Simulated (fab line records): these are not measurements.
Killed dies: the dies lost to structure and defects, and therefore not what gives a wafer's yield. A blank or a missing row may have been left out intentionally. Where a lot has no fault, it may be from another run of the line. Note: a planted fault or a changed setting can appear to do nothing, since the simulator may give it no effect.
fab line records | flow sky130
record: lots: 5 wafers: 15 last_day: 50
route steps=708 shown VIA2@527 METAL3@532 CAPM@537 PAD_OPEN@708
lots untouched by any fault: they come from a run of this same line in which no faults occurred
start_h: the number of hours between the record's first day and the start of the first shown wafer of the lot | wait_h: hours from the lot's prior step to this one | " repeats the value in the row above | L1.1+2: a single row standing in for several wafers | - no value present, or no start provided | * or withheld: withheld | < > ~ a bound
route shown NAME@n: a module of which the file shows steps, and the number in the route of the first | usual: the fault-free wafers' mean and standard deviation | same: alike in all rows | chamber/n: place in a boat | sites: per-site readings | _std_site: how widely they spread, as a standard deviation | _edge_site: the outer-site mean with the inner-site mean subtracted | radius_mm: how far each site lies from the wafer's centre | mask NAME#n: copy n | behind: the most recent tool/chamber to have shaped the wafer | hold: reason for holding the lot/hours on hold/outcome of the hold | device: transistor that didn't switch, given as n, p or np | end of line: the route-end tests of the same wafers | for a step that has no rows: nothing shown but its recipe | killed: dies that structure and defects cost at the first sort, which is not the same as the wafer's yield | map: shows each die of a wafer: x if killed, . if not, _ if none is there
set.NAME: setting as actually run; set.NAME@STEP: the setting as run at that earlier step | model.NAME: the simulator's own value behind a step, which no gauge read
lots at some steps of the route; a table a step, a row a wafer
services: from which hour (start_h, from the record's first day; less than 0 if before it) a tool's chamber was out of use, for how many hours, and why
== steps ==
step: SKY_VIA2_SPUTTER_20
recipe: material: TiN target_thk_nm: 20 chamber_pressure_pa: 5 power_w: 4000 time_s: 80
usual: throttle_valve_pct: 30.3/0.68
columns lot.wafer tool chamber start_h wait_h throttle_valve_pct
L474.3 pvd_sputter-02 - 901.02 0.0 30.7
L474.4 " - " " 30.2
L474.6 " - " " 30.6
L477.1 pvd_sputter-01 - 933.00 0.0 30.4
L477.5 " - " " 30.0
L477.6 " - " " 30.1
L486.1 pvd_sputter-04 - 991.55 0.0 29.2
L486.3 " - " " 30.2
L486.4 " - " " 30.3
L487.1 pvd_sputter-04 - 997.08 0.0 29.3
L487.5 " - " " 31.0
L487.6 " - " " 30.3
L488.1 pvd_sputter-02 - 998.38 0.0 30.2
L488.2 " - " " 29.6
L488.3 " - " " 30.5
step: SKY_VIA2_CVD_21
recipe: material: W target_thk_nm: 420 time_s: 126.4 temp_c: 400 pressure_torr: 40
step: SKY_VIA2_RS_MEAS_22
recipe: thk_meas_gauge: four-point-probe reads: W_of_VIA2_CVD_21+TiN_of_VIA2_SPUTTER_20
usual: VIA2_W_RS: 0.274/0.0037
columns lot.wafer tool chamber start_h wait_h VIA2_W_RS[ohm/sq]
L474.3 film_metro-01 - 901.25 0.1 0.279
L474.4 " - " " 0.279
L474.6 " - " " 0.279
L477.1 film_metro-03 - 933.20 0.1 0.271
L477.5 " - " " 0.277
L477.6 " - " " 0.271
L486.1 film_metro-01 - 991.74 0.1 0.274
L486.3 " - " " 0.274
L486.4 " - " " 0.274
L487.1 film_metro-03 - 997.27 0.1 0.274
L487.5 " - " " 0.270
L487.6 " - " " 0.272
L488.1 film_metro-03 - 998.57 0.1 0.272
L488.2 " - " " 0.269
L488.3 " - " " 0.272
step: SKY_VIA2_THK_MEAS_23
recipe: thk_meas_gauge: xrf reads: W_of_VIA2_CVD_21
usual: VIA2_W_THK: 419/5.8
columns lot.wafer tool chamber start_h wait_h VIA2_W_THK[nm]
L474.3 film_metro-01 - 901.35 0.1 411
L474.4 " - " " 415
L474.6 " - " " 415
L477.1 film_metro-03 - 933.32 0.1 432
L477.5 " - " " 421
L477.6 " - " " 431
L486.1 film_metro-01 - 991.86 0.1 419
L486.3 " - " " 421
L486.4 " - " " 418
L487.1 film_metro-03 - 997.39 0.1 419
L487.5 " - " " 426
L487.6 " - " " 418
L488.1 film_metro-03 - 998.69 0.1 423
L488.2 " - " " 425
L488.3 " - " " 423
step: SKY_VIA2_CMP_24
recipe: stop_on: SiO2 t_overpolish_s: 20 down_force_psi: 3.5 platen_rpm: 60 target_thk_nm: 0 pad_velocity_m_s: 0.94248
usual: motor_current_A: 11.5/1.5 overpolish_run_s: 20.001/0.0087 retaining_ring_pressure_frac: 1.000/0.0048 slurry_filter_dp_kPa: 13.49/0.14 time_to_endpoint_s: 100/3.6
columns lot.wafer tool chamber start_h wait_h motor_current_A overpolish_run_s retaining_ring_pressure_frac slurry_filter_dp_kPa time_to_endpoint_s
L474.4 cmp-02 0 901.44 0.1 11.1 20.002 0.993 13.43 98
L474.3 " 1 " " 12.0 19.982 1.001 13.32 95
L474.6 " 3 " " 12.2 20.000 0.993 13.53 96
L477.1 cmp-01 1 933.43 0.1 8.5 19.991 1.002 13.61 100
L477.5 " 0 " " 12.9 20.001 1.004 13.72 95
L477.6 " 1 " " 8.2 19.999 0.994 13.41 98
L486.1 cmp-02 0 991.92 0.1 11.2 20.001 0.998 13.39 101
L486.3 " 2 " " 11.0 20.006 1.003 13.32 99
L486.4 " 3 " " 12.7 20.002 0.993 13.48 102
L487.1 cmp-02 0 997.45 0.1 11.0 20.002 1.004 13.75 104
L487.5 " 0 " " 10.8 20.001 1.006 13.38 103
L487.6 " 1 " " 11.6 20.002 1.003 13.42 98
L488.3 cmp-01 0 998.75 0.0 12.3 19.998 0.997 13.49 101
L488.1 " 1 " " 8.4 20.004 1.000 13.39 104
L488.2 " 2 " " 12.8 19.995 0.995 13.46 106
step: SKY_METAL3_SPUTTER_00
recipe: material: Ti target_thk_nm: 15 power_w: 3000 time_s: 10 chamber_pressure_pa: 0.4
usual: throttle_valve_pct: 30.2/0.53
columns lot.wafer tool chamber start_h wait_h throttle_valve_pct
L474.3 pvd_sputter-04 - 901.69 0.1 30.3
L474.4 " - " " 31.1
L474.6 " - " " 30.5
L477.1 pvd_sputter-04 - 933.68 0.2 30.0
L477.5 " - " " 30.4
L477.6 " - " " 31.1
L486.1 pvd_sputter-04 - 992.22 0.2 30.5
L486.3 " - " " 30.2
L486.4 " - " " 31.4
L487.1 pvd_sputter-03 - 997.75 0.2 30.9
L487.5 " - " " 29.7
L487.6 " - " " 29.6
L488.1 pvd_sputter-02 - 999.05 0.2 30.2
L488.2 " - " " 30.3
L488.3 " - " " 30.0
step: SKY_METAL3_SPUTTER_01
recipe: material: TiN target_thk_nm: 20 power_w: 6500 time_s: 16.7 chamber_pressure_pa: 0.4
step: SKY_METAL3_SPUTTER_02
recipe: material: AlCu target_thk_nm: 735 power_w: 10600 time_s: 39.1 chamber_pressure_pa: 0.4
step: SKY_METAL3_SPUTTER_03
recipe: material: Ti target_thk_nm: 5 power_w: 3000 time_s: 3.3 chamber_pressure_pa: 0.4
step: SKY_METAL3_SPUTTER_04
recipe: material: TiN target_thk_nm: 70 power_w: 6500 time_s: 58.3 chamber_pressure_pa: 0.4
step: SKY_CAPM_CVD_00
recipe: material: SiO2 target_thk_nm: 15.5 temp_c: 400 time_s: withheld rf_w: 450
usual: heater_power_w: 686/120
columns lot.wafer tool chamber start_h wait_h heater_power_w
L474.3 pecvd-04 2 901.84 0.0 944
L474.4 " 1 " " 641
L474.6 " 0 " " 868
L477.1 pecvd-04 0 933.83 0.0 732
L477.5 " 2 " " 948
L477.6 " 0 " " 720
L486.1 pecvd-02 1 992.38 0.0 687
L486.3 " 2 " " 507
L486.4 " 1 " " 692
L487.1 pecvd-02 1 997.91 0.0 569
L487.5 " 2 " " 565
L487.6 " 1 " " 579
L488.1 pecvd-03 2 999.21 0.0 635
L488.2 " 1 " " 626
L488.3 " 0 " " 587
step: SKY_CAPM_THK_MEAS_01
recipe: reads: SiO2_of_CAPM_CVD_00
usual: CAPM_CVD_00_THK: 15.50/0.23
columns lot.wafer tool chamber start_h wait_h CAPM_CVD_00_THK[nm]
L474.3 film_metro-01 - 901.89 - 15.10
L474.4 " - " " 15.75
L474.6 " - " " 15.90
L477.1 film_metro-01 - 933.85 - 15.52
L477.5 " - " " 15.81
L477.6 " - " " 15.83
L486.1 film_metro-04 - 992.40 - 15.24
L486.3 " - " " 15.18
L486.4 " - " " 15.56
L487.1 film_metro-03 - 997.93 - 15.66
L487.5 " - " " 15.40
L487.6 " - " " 15.73
L488.1 film_metro-01 - 999.23 - 15.22
L488.2 " - " " 15.35
L488.3 " - " " 15.56
step: SKY_CAPM_SPUTTER_02
recipe: material: TiN target_thk_nm: 200 temp_c: 300 power_w: 6500 time_s: 166.7 chamber_pressure_pa: 0.4
usual: throttle_valve_pct: 30.3/0.72
columns lot.wafer tool chamber start_h wait_h throttle_valve_pct model.TiN_of_CAPM_SPUTTER_02.thk_nm
L474.3 pvd_sputter-01 - 901.93 0.0 30.0 203.1
L474.4 " - " " 31.3 199.3
L474.6 " - " " 30.0 201.1
L477.1 pvd_sputter-03 - 933.91 0.1 29.7 202.3
L477.5 " - " " 29.9 200.2
L477.6 " - " " 29.6 203.4
L486.1 pvd_sputter-01 - 992.46 0.1 30.0 197.7
L486.3 " - " " 31.6 196.4
L486.4 " - " " 30.0 191.2
L487.1 pvd_sputter-04 - 997.99 0.1 29.3 198.4
L487.5 " - " " 30.4 200
L487.6 " - " " 31.4 197.5
L488.1 pvd_sputter-04 - 999.29 0.1 30.1 201.2
L488.2 " - " " 31.2 199.2
L488.3 " - " " 30.3 205.3
step: SKY_CAPM_RS_MEAS_03
recipe: thk_meas_gauge: four-point-probe reads: TiN_of_CAPM_SPUTTER_02
usual: CAPM_TIN_RS: 6.94/0.079
columns lot.wafer tool chamber start_h wait_h hold CAPM_TIN_RS[ohm/sq]
L474.3 film_metro-04 - 902.07 0.1 - 6.81
L474.4 " - " " - 6.94
L474.6 " - " " - 6.85
L477.1 film_metro-01 - 934.02 0.1 - 6.83
L477.5 " - " " - 6.91
L477.6 " - " " - 6.79
L486.1 film_metro-01 - 992.57 0.1 await_dispo/0.2h/release 7.02
L486.3 " - " " await_dispo/0.2h/release 7.03
L486.4 " - " " await_dispo/0.2h/release 7.24
L486.1 film_metro-01 - 992.85 0.3 - 7.00
L486.3 " - " " - 7.03
L486.4 " - " " - 7.24
L487.1 film_metro-04 - 998.10 0.1 - 6.96
L487.5 " - " " - 6.91
L487.6 " - " " - 7.00
L488.1 film_metro-01 - 999.40 0.1 - 6.87
L488.2 " - " " - 6.93
L488.3 " - " " - 6.72
step: SKY_CAPM_THK_MEAS_04
recipe: thk_meas_gauge: xrf reads: TiN_of_CAPM_SPUTTER_02
usual: CAPM_TIN_THK: 196.3/2.3
columns lot.wafer tool chamber start_h wait_h hold CAPM_TIN_THK[nm]
L474.3 film_metro-04 - 902.17 0.1 - 200.1
L474.4 " - " " - 195.8
L474.6 " - " " - 197.6
L477.1 film_metro-01 - 934.14 0.1 - 199.6
L477.5 " - " " - 197.7
L477.6 " - " " - 199.5
L486.1 film_metro-01 - 997.37 4.5 await_dispo/0.2h/release 193.4
L486.3 " - " " await_dispo/0.2h/release 193.3
L486.4 " - " " await_dispo/0.2h/release 187.7
L486.1 film_metro-01 - 997.60 0.2 - 193.8
L486.3 " - " " - 193.0
L486.4 " - " " - 188.3
L487.1 film_metro-04 - 998.22 0.1 - 196.4
L487.5 " - " " - 198.1
L487.6 " - " " - 194.3
L488.1 film_metro-01 - 999.52 0.1 - 197.8
L488.2 " - " " - 195.1
L488.3 " - " " - 201.3
step: SKY_CAPM_HMDS_06
recipe: prime_time_s: 60 prime_temp_c: 120
step: SKY_CAPM_COAT_07
recipe: resist: NOVOLAK spin_rpm: 3000 resist_thk_nm: 1140
step: SKY_CAPM_SOFTBAKE_08
recipe: temp_c: 90 time_s: 60 resist: NOVOLAK
step: SKY_CAPM_EXPOSE_09
recipe: mask_id: CAPM na: 0.6 source_shape: conventional sigma_outer: 0.6 polarization: unpolarized target_cd_nm: 1000 dose_mj: 159
step: SKY_CAPM_PEB_10
recipe: temp_c: withheld time_s: * resist: NOVOLAK
step: SKY_CAPM_DEVELOP_11
recipe: resist: NOVOLAK developer: TMAH develop_time_s: 60 dev_temp_c: 23
step: SKY_CAPM_OVL_MEAS_12
usual: CAPM_OVL: -0.4/1.5
columns lot.wafer tool chamber start_h wait_h CAPM_OVL[nm]
L474.3 overlay-02 - 926.42 0.1 2.6
L474.4 " - " " 2.1
L474.6 " - " " 3.9
L477.1 overlay-01 - 957.10 0.1 -2.2
L477.5 " - " " -0.9
L477.6 " - " " -0.6
L486.1 overlay-02 - 1015.56 0.1 0.2
L486.3 " - " " -0.8
L486.4 " - " " 0.1
L487.1 overlay-01 - 1021.25 0.1 0.0
L487.5 " - " " -1.1
L487.6 " - " " -1.4
L488.1 overlay-01 - 1022.96 0.1 -0.1
L488.2 " - " " -1.3
L488.3 " - " " -0.2
step: SKY_CAPM_METAL_ETCH_13
recipe: target_depth_nm: 220 stop_on: SiO2 chemistry: Cl2/BCl3 target: TiN pressure_mtorr: 10 icp_w: 900 bias_w: 48.5 Cl2_flow_sccm: 60 bcl3_flow_sccm: 30 time_s: 62.9
step: SKY_CAPM_STRIP_14
recipe: chemistry: O2/N2 power_w: 1400 pressure_mtorr: 1500 platen_temp_c: withheld o2_flow_sccm: 3000 n2_flow_sccm: 300 overash_fraction: 0.5
step: SKY_CAPM_STRIP_15
recipe: chemistry: post_etch_residue_remover time_s: 1200 temp_c: 72.5
step: SKY_CAPM_CLEAN_16
recipe: chemistry: IPA time_s: 180 temp_c: 25
step: SKY_CAPM_CLEAN_17
recipe: chemistry: O3/DIW dry: n2_spin
step: SKY_METAL3_DEHYDRATE_05
recipe: temp_c: 200 time_s: 60
step: SKY_METAL3_HMDS_06
recipe: prime_time_s: 60 prime_temp_c: 120
step: SKY_METAL3_COAT_07
recipe: resist: BARC temp_c: withheld time_s: withheld spin_rpm: 3000 resist_thk_nm: 60
step: SKY_METAL3_COAT_08
recipe: resist: KrF-thick spin_rpm: 3000 resist_thk_nm: 1140
step: SKY_METAL3_SOFTBAKE_09
recipe: temp_c: 100 time_s: 90 resist: KrF-thick
step: SKY_METAL3_EXPOSE_10
recipe: mask_id: MM3 na: 0.68 source_shape: annular sigma_inner: 0.4 sigma_outer: 0.8 target_cd_nm: 300 dose_mj: 28
step: SKY_METAL3_PEB_11
recipe: peb_temp_c: withheld peb_time_s: withheld resist: KrF-thick
step: SKY_METAL3_DEVELOP_12
recipe: develop_time_s: 60 resist: KrF-thick dev_temp_c: 21
step: SKY_METAL3_CD_MEAS_13
recipe: target_cd_nm: 300
usual: cd_nm: 299.7/1.8
columns lot.wafer tool chamber start_h wait_h cd_nm
L474.3 cd_sem-02 - 951.89 - 298.1
L474.4 " - " " 299.2
L474.6 " - " " 299.0
L477.1 cd_sem-02 - 981.85 - 300.7
L477.5 " - " " 299.8
L477.6 " - " " 300.3
L486.1 cd_sem-02 - 1039.23 - 299.6
L486.3 " - " " 301.6
L486.4 " - " " 300.0
L487.1 cd_sem-01 - 1044.65 - 298.6
L487.5 " - " " 300.0
L487.6 " - " " 300.8
L488.1 cd_sem-02 - 1045.65 - 299.9
L488.2 " - " " 300.7
L488.3 " - " " 300.4
step: SKY_METAL3_OVL_MEAS_14
usual: METAL3_OVL: -1/4.7
columns lot.wafer tool chamber start_h wait_h METAL3_OVL[nm]
L474.3 overlay-01 - 951.98 0.1 0
L474.4 " - " " -1
L474.6 " - " " 3
L477.1 overlay-01 - 981.97 0.1 -10
L477.5 " - " " -8
L477.6 " - " " -7
L486.1 overlay-01 - 1039.35 0.1 -2
L486.3 " - " " -2
L486.4 " - " " 4
L487.1 overlay-02 - 1044.77 0.1 0
L487.5 " - " " -3
L487.6 " - " " 3
L488.1 overlay-01 - 1045.77 0.1 -3
L488.2 " - " " 2
L488.3 " - " " -6
step: SKY_METAL3_DESCUM_15
recipe: chemistry: O2 source_power_w: 150 bias_power_w: 0 pressure_mtorr: 10 temp_c: 40 time_s: 8
usual: drypump_motor_current_A: 5.5/0.53 he_backside_leak_sccm: 3.4/0.33 oes_product_au: 0.995/0.01
same: bias_power_w: 0
columns lot.wafer tool chamber start_h wait_h drypump_motor_current_A he_backside_leak_sccm oes_product_au rf_hours_counter_h
L474.3 rie_metal-03 1 952.01 0.0 6.5 3.3 0.992 -
L474.4 " 0 " " 5.6 3.1 0.997 -
L474.6 " 0 " " 5.6 3.2 1.004 -
L477.1 rie_metal-01 0 982.00 0.0 5.3 3.2 0.983 5
L477.5 " 1 " " 5.0 3.5 0.987 -
L477.6 " 0 " " 5.3 5.7 0.979 -
L486.1 rie_metal-03 1 1039.39 0.0 6.5 3.5 0.995 10
L486.3 " 0 " " 5.5 3.1 1.006 -
L486.4 " 1 " " 6.5 3.3 0.987 -
L487.1 rie_metal-01 1 1044.80 0.0 5.0 3.2 1.000 19
L487.5 " 0 " " 5.3 3.2 0.989 -
L487.6 " 1 " " 5.0 3.3 0.993 -
L488.1 rie_metal-01 1 1045.80 0.0 5.0 3.5 0.998 20
L488.2 " 0 " " 5.3 3.1 0.993 9
L488.3 " 0 " " 5.2 3.2 0.986 -
step: SKY_METAL3_ETCH_16
recipe: chemistry: N2/H2 target: BARC ion_energy_ev: 200 bias_w: 100 pressure_mtorr: 30 n2_flow_sccm: 100 h2_flow_sccm: 200 icp_w: 500 stop_on: SiO2 time_s: 88.2 target_depth_a: 600
step: SKY_METAL3_ETCH_17
recipe: target: SiO2 stop_on: TiN chemistry: C4F8/O2/Ar source_w: 1500 bias_w: 1200 pressure_mtorr: 40 c4f8_flow_sccm: withheld O2_flow_sccm: 6 Ar_flow_sccm: 300 time_s: 3.9 target_depth_a: 150
step: SKY_METAL3_METAL_ETCH_18
recipe: target_depth_a: 8450 stop_on: SiO2 over_etch_frac: 0.3 time_s: 183.1 chemistry: Cl2/BCl3 resist_sidewall_deg: 88 pressure_mtorr: 10 icp_w: 900 bias_w: 48.5 Cl2_flow_sccm: 60 bcl3_flow_sccm: 30
step: SKY_METAL3_STRIP_20
recipe: chemistry: post_etch_residue_remover time_s: 1200 temp_c: 72.5
columns lot.wafer tool chamber start_h wait_h model.TiN_of_CAPM_SPUTTER_02.thk_nm
L474.3 wet_bench-01 0 952.43 0.0 202.2
L474.4 " 0 " " 198.5
L474.6 " 0 " " 200.3
L477.1 wet_bench-01 2 982.43 0.1 201.4
L477.5 " 2 " " 199.4
L477.6 " 2 " " 202.5
L486.1 wet_bench-01 0 1039.87 0.1 196.8
L486.3 " 0 " " 195.6
L486.4 " 0 " " 190.3
L487.1 wet_bench-02 1 1045.23 0.1 197.6
L487.5 " 1 " " 199.2
L487.6 " 1 " " 196.7
L488.1 wet_bench-02 2 1046.23 0.1 200.4
L488.2 " 2 " " 198.3
L488.3 " 2 " " 204.5
step: SKY_PAD_OPEN_PROBE_99
usual: defect_limited_yield: 82.8/2.1 killed_at_M0_to_M3: 43/7.7 killed_at_M4_up: 3.1/1.7 killed_at_contacts: 23/4.8 killed_at_front_end: 15/4.5 killed_at_other: 0.3/0.58 killed_dies: 85/10 killed_open: 46/7.5 killed_short: 38/6.5 sort_bin_3_pad_short: 0.8/0.38 sort_bin_5_function: 10.3/1.7 sort_bin_6_memory: 6.1/1.1 sort_n_pass: 407/10 sort_yield_pct: 82.8/2.1
same: gross_dies: 492 killed_at_back_side: 0 sort_bin_4_leakage[%]: 0 sort_bin_8_speed[%]: 0
columns lot.wafer tool chamber start_h wait_h defect_limited_yield[%] killed_at_M0_to_M3 killed_at_M4_up killed_at_contacts killed_at_front_end killed_at_other killed_dies killed_open killed_short sort_bin_3_pad_short[%] sort_bin_5_function[%] sort_bin_6_memory[%] sort_n_pass sort_yield_pct[%] model.etest.cap_mim.plate_ohm_sq
L474.3 prober-02 - 1116.79 0.2 78.0 56 7 25 20 0 108 71 36 0.6 14.0 7.3 384 78.0 5.872
L474.4 prober-02 - 1116.84 0.2 82.1 47 5 26 10 0 88 49 38 0.4 12.2 5.3 404 82.1 6.025
L474.6 prober-02 - 1116.94 0.2 84.6 35 1 25 15 0 76 39 35 1.0 8.7 5.7 416 84.6 6.023
L477.1 prober-01 - 1140.48 0.1 83.5 41 3 29 6 2 81 39 41 0.8 10.6 5.1 411 83.5 5.963
L477.5 prober-01 - 1140.68 0.2 86.0 33 3 16 17 0 69 31 38 1.2 7.5 5.3 423 86.0 5.962
L477.6 prober-01 - 1140.73 0.2 80.9 47 3 29 15 0 94 57 37 0.6 12.2 6.3 398 80.9 5.863
L486.1 prober-01 - 1185.31 0.1 83.5 41 5 22 13 0 81 39 42 0.8 8.5 7.1 411 83.5 6.052
L486.3 prober-01 - 1185.41 0.2 82.9 45 7 23 9 0 84 52 31 0.8 8.5 7.7 408 82.9 6.12
L486.4 prober-01 - 1185.46 0.2 83.1 34 1 28 20 0 83 41 42 1.2 9.8 5.9 409 83.1 6.279
L487.1 prober-02 - 1191.08 0.1 80.5 50 0 22 23 1 96 51 45 1.0 11.6 6.9 396 80.5 6.086
L487.5 prober-02 - 1191.28 0.2 81.1 54 5 26 8 0 93 46 46 0.8 10.4 7.7 399 81.1 6.072
L487.6 prober-02 - 1191.33 0.2 82.1 43 5 22 18 0 88 48 40 0.6 9.1 8.1 404 82.1 5.989
L488.1 prober-01 - 1191.35 0.1 86.6 31 2 17 16 0 66 30 36 0 7.9 5.5 426 86.6 5.966
L488.3 prober-01 - 1191.45 0.2 85.0 37 2 19 16 0 74 36 38 0.6 8.1 6.3 418 85.0 5.819
killed by level:class
L474.3 VIA2:geometric_particle:open=11 CONTACT:geometric_particle:open=10 LI_CONTACT:geometric_particle:open=9 VIA1:geometric_particle:open=9 METAL2:geometric_particle:short=9 VIA3:geometric_particle:open=9 FIELD_ISO:geometric_particle:open=6 POLY_GATE:geometric_particle:open=4
L474.4 CONTACT:geometric_particle:open=13 VIA1:geometric_particle:open=12 METAL2:geometric_particle:short=8 VIA3:geometric_particle:open=6 VIA2:geometric_particle:open=5 CONTACT:geometric_particle:short=4 LOCAL_INTERCONNECT:geometric_particle:short=4 VIA2:geometric_particle:short=4
L474.6 LI_CONTACT:geometric_particle:open=10 VIA1:geometric_particle:open=8 CONTACT:geometric_particle:open=7 METAL2:geometric_particle:short=6 CONTACT:geometric_particle:short=5 METAL1:geometric_particle:short=5 VIA3:geometric_particle:short=5 FIELD_ISO:geometric_particle:short=4
L477.1 LI_CONTACT:geometric_particle:open=9 VIA1:geometric_particle:open=9 CONTACT:geometric_particle:open=8 VIA3:geometric_particle:short=8 LOCAL_INTERCONNECT:geometric_particle:short=5 VIA3:geometric_particle:open=5 METAL2:geometric_particle:short=4 CONTACT:geometric_particle:short=4
L477.5 METAL2:geometric_particle:short=9 CONTACT:geometric_particle:open=5 METAL1:geometric_particle:short=5 POLY_GATE:geometric_particle:open=4 LOCAL_INTERCONNECT:geometric_particle:short=4 VIA3:geometric_particle:short=4 FIELD_ISO:geometric_particle:open=3 METAL2:geometric_particle:open=3
L477.6 VIA1:geometric_particle:open=14 CONTACT:geometric_particle:open=13 VIA2:geometric_particle:open=9 LI_CONTACT:geometric_particle:short=6 LI_CONTACT:geometric_particle:open=6 METAL2:geometric_particle:short=6 POLY_GATE:geometric_particle:open=4 VIA1:geometric_particle:short=4
L486.1 VIA3:geometric_particle:open=12 LOCAL_INTERCONNECT:geometric_particle:short=7 CONTACT:geometric_particle:short=6 VIA1:geometric_particle:open=6 CONTACT:geometric_particle:open=5 METAL1:geometric_particle:short=5 FIELD_ISO:geometric_particle:open=4 LI_CONTACT:geometric_particle:open=4
L486.3 VIA1:geometric_particle:open=13 LI_CONTACT:geometric_particle:open=8 VIA2:geometric_particle:open=7 CONTACT:geometric_particle:open=6 METAL1:geometric_particle:short=6 LOCAL_INTERCONNECT:geometric_particle:short=5 VIA3:geometric_particle:short=5 FIELD_ISO:geometric_particle:open=4
L486.4 CONTACT:geometric_particle:open=11 METAL1:geometric_particle:short=7 LOCAL_INTERCONNECT:geometric_particle:short=6 VIA1:geometric_particle:short=6 VIA3:geometric_particle:open=6 FIELD_ISO:geometric_particle:open=5 LI_CONTACT:geometric_particle:open=5 SPACER:geometric_particle:short=4
L487.1 VIA3:geometric_particle:open=10 VIA1:geometric_particle:open=10 FIELD_ISO:geometric_particle:short=8 CONTACT:geometric_particle:open=8 POLY_GATE:geometric_particle:short=6 METAL1:geometric_particle:short=5 LI_CONTACT:geometric_particle:short=5 VIA1:geometric_particle:short=5
L487.5 VIA1:geometric_particle:open=15 CONTACT:geometric_particle:open=12 METAL2:geometric_particle:short=8 VIA3:geometric_particle:open=8 LI_CONTACT:geometric_particle:short=7 METAL1:geometric_particle:short=6 CONTACT:geometric_particle:short=5 VIA1:geometric_particle:short=5
L487.6 METAL1:geometric_particle:short=10 CONTACT:geometric_particle:open=9 VIA1:geometric_particle:open=8 LI_CONTACT:geometric_particle:open=7 VIA2:geometric_particle:open=6 FIELD_ISO:geometric_particle:open=5 POLY_GATE:geometric_particle:open=5 POLY_GATE:geometric_particle:short=4
L488.1 VIA1:geometric_particle:open=7 LI_CONTACT:geometric_particle:open=6 METAL2:geometric_particle:short=6 METAL1:geometric_particle:short=5 VIA3:geometric_particle:short=5 CONTACT:geometric_particle:open=5 VIA3:geometric_particle:open=4 FIELD_ISO:geometric_particle:short=3
L488.3 CONTACT:geometric_particle:open=6 METAL2:geometric_particle:short=6 FIELD_ISO:geometric_particle:short=5 LI_CONTACT:geometric_particle:open=5 VIA2:geometric_particle:open=5 VIA3:geometric_particle:open=5 FIELD_ISO:geometric_particle:open=4 CONTACT:geometric_particle:short=4
== services ==
columns tool chamber start_h hours kind
cmp-02 - 880.08 1.1 repair
cmp-02 - 884.18 3.6 pm
rie_metal-01 - 892.59 14.6 pm
cmp-01 - 898.90 2.1 repair
pecvd-04 2 904.84 2.0 repair
pvd_sputter-03 - 907.87 2.3 repair
cmp-02 - 912.00 4.0 pm
pecvd-03 0 913.97 13.9 repair
pvd_sputter-04 - 920.08 2.5 repair
pecvd-04 - 920.88 1.4 repair
pvd_sputter-01 - 960.41 2.3 repair
rie_metal-03 1 980.45 8.3 repair
rie_metal-03 - 983.64 14.6 pm
cmp-01 - 984.11 5.5 repair
rie_metal-01 - 990.47 0.1 repair
cmp-02 - 994.94 0.5 repair
wet_bench-01 - 995.77 2.0 repair
pvd_sputter-01 - 1000.17 5.3 repair
pecvd-03 1 1006.61 2.5 repair
pvd_sputter-04 - 1011.52 1.2 repair
cmp-01 - 1012.44 4.8 pm
pecvd-02 - 1020.39 0.8 repair
cmp-02 - 1025.75 2.5 repair
pecvd-02 - 1042.18 1.3 repair
== key ==
first_sign: step: SKY_CAPM_RS_MEAS_03 reading: visit direction: added
effect: step: SKY_CAPM_RS_MEAS_03 reading: CAPM_TIN_RS direction: up sigmas: 3.8 usual: 6.94 struck: 7.24
effect: step: SKY_CAPM_THK_MEAS_04 reading: visit direction: added
model_effect: step: SKY_CAPM_SPUTTER_02 value: TiN_of_CAPM_SPUTTER_02.thk_nm without: 201.5 struck: 191.2
model_effect: step: SKY_METAL3_STRIP_20 value: TiN_of_CAPM_SPUTTER_02.thk_nm without: 200.6 struck: 190.3
model_effect: step: SKY_PAD_OPEN_PROBE_99 value: etest.cap_mim.plate_ohm_sq without: 5.958 struck: 6.279
met_at SKY_CAPM_SPUTTER_02
struck_wafers L486.4
onset_between 901.93 992.46
fault: kind: process_parameter_drift tool: pvd_sputter-01 chamber: - onset_h: 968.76 steps: SKY_CAPM_SPUTTER_02 channel: time_s offset: * shape: step end_h: 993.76 scope: struck_wafers_only acts_in: * stated: *
